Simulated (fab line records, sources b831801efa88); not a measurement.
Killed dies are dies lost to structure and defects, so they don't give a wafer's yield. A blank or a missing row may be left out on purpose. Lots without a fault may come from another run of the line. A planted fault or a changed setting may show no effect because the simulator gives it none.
A struck lot beside a sound one | flow sfq_line | 13 steps out of a route of 325
Sound: wafers L409.2, L409.4, L409.5. Struck: wafers L401.1, L401.3, L401.5. The cause comes at the end.
At each step with rows: each side's tool, then ch and its chambers, then its first start. Under that, the readings that differ: sound wafers | struck wafers | difference of the means | sigmas: that difference in standard deviations of wafers without a fault.
alike: readings whose means differ by less than 2 such deviations, and words and numbers that are the same on both sides. not compared: withheld readings, readings that some wafer has no value for, bounds like >300 that may hide the same value, and numbers for which the record gives no deviation and whose values overlap.
The two part at a step that has a row with sigmas, a row that says differs or no value, or rows on one side only. Numbers that don't overlap but have no deviation are shown without sigmas and don't part them. A reading that every wafer of one side lacks parts them only if that side has two wafers or more.

SFQ_TRILAYER_C5_ETCH_VIA_ETCH_154: etches SiO2 in CHF3, stops on Nb, target depth 84 nm.
  sound on rie_diel-03 ch 0,1, day 77 17:52; struck on rie_diel-03 ch 0,3, day 76 18:48
  alike: drypump_motor_current_A, oes_product_au
SFQ_TRILAYER_C5_STRIP_STRIP_155: strips in O2.
  sound on rie_metal-04 ch 0,1, day 77 17:55; struck on rie_metal-03 ch 0,1, day 76 18:50
  reading                     | sound          | struck         | difference | sigmas
  drypump_motor_current_A (A) | 5.02 5.82 5.01 | 5.92 5.94 5.92 | +0.64      | +2
  alike: oes_product_au, platen_temp_c
  not compared: rf_hours_counter_h
then, 2 steps without rows for these wafers: SFQ_TRILAYER_C5_STRIP_SOLV_CLEAN_156 (cleans in NMP, time 600 s); SFQ_TRILAYER_M6_DEP_PRE_CLEAN_158 (time 22.5 s).
SFQ_TRILAYER_M6_DEP_SPUTTER_157: material Nb, target thk 200 nm, time 133.3 s.
  sound on pvd_sputter-03, day 77 18:43; struck on pvd_sputter-03, day 76 19:39
  alike: throttle_valve_pct
SFQ_M6_RS_MEAS_938: measures by four-point-probe.
  sound on film_metro-03, day 77 18:49; struck on film_metro-03, day 76 19:44
  alike: M6_NB_RS
then, 5 steps without rows for these wafers: SFQ_TRILAYER_M6_LITHO_COAT_164 (resist thk 62 nm); SFQ_TRILAYER_M6_LITHO_COAT_159 (resist thk 600 nm); SFQ_TRILAYER_M6_LITHO_SOFTBAKE_163; SFQ_TRILAYER_M6_LITHO_EXPOSE_160 (exposes mask M6, target cd 500 nm); SFQ_TRILAYER_M6_LITHO_PEB_162 (peb time 60 s).
-- the record jumps here: 3 days lie between the struck wafers' starts before and after --
SFQ_TRILAYER_M6_LITHO_DEVELOP_161: time 60 s.
  sound on litho_track-01 ch 0, day 81 08:32; struck on litho_track-01, day 79 19:43
  no value came back on the struck wafers for chill_plate_temp_C (C), exhaust_pa (Pa), time_s (s); on the sound wafers chill_plate_temp_C (C) reads 22.83 22.83 22.83
  reading                                             | sound             | struck          | difference | sigmas
  model.KrF_of_TRILAYER_M6_LITHO_COAT_159.thk_nm (nm) | 572.9 574.9 574.1 | 598.8 597 599.4 | +24.4      |
SFQ_M6_OVL_MEAS_940:
  sound on overlay-01, day 81 08:40; struck on overlay-02, day 79 19:52
  reading     | sound       | struck | difference                    | sigmas
  M6_OVL (nm) | -12 -11 -10 | - - -  | no value on the struck wafers |

WHERE THEY PART
First at SFQ_TRILAYER_C5_STRIP_STRIP_155; last, within this record, at SFQ_M6_OVL_MEAS_940.

WHY: what the simulator had put in
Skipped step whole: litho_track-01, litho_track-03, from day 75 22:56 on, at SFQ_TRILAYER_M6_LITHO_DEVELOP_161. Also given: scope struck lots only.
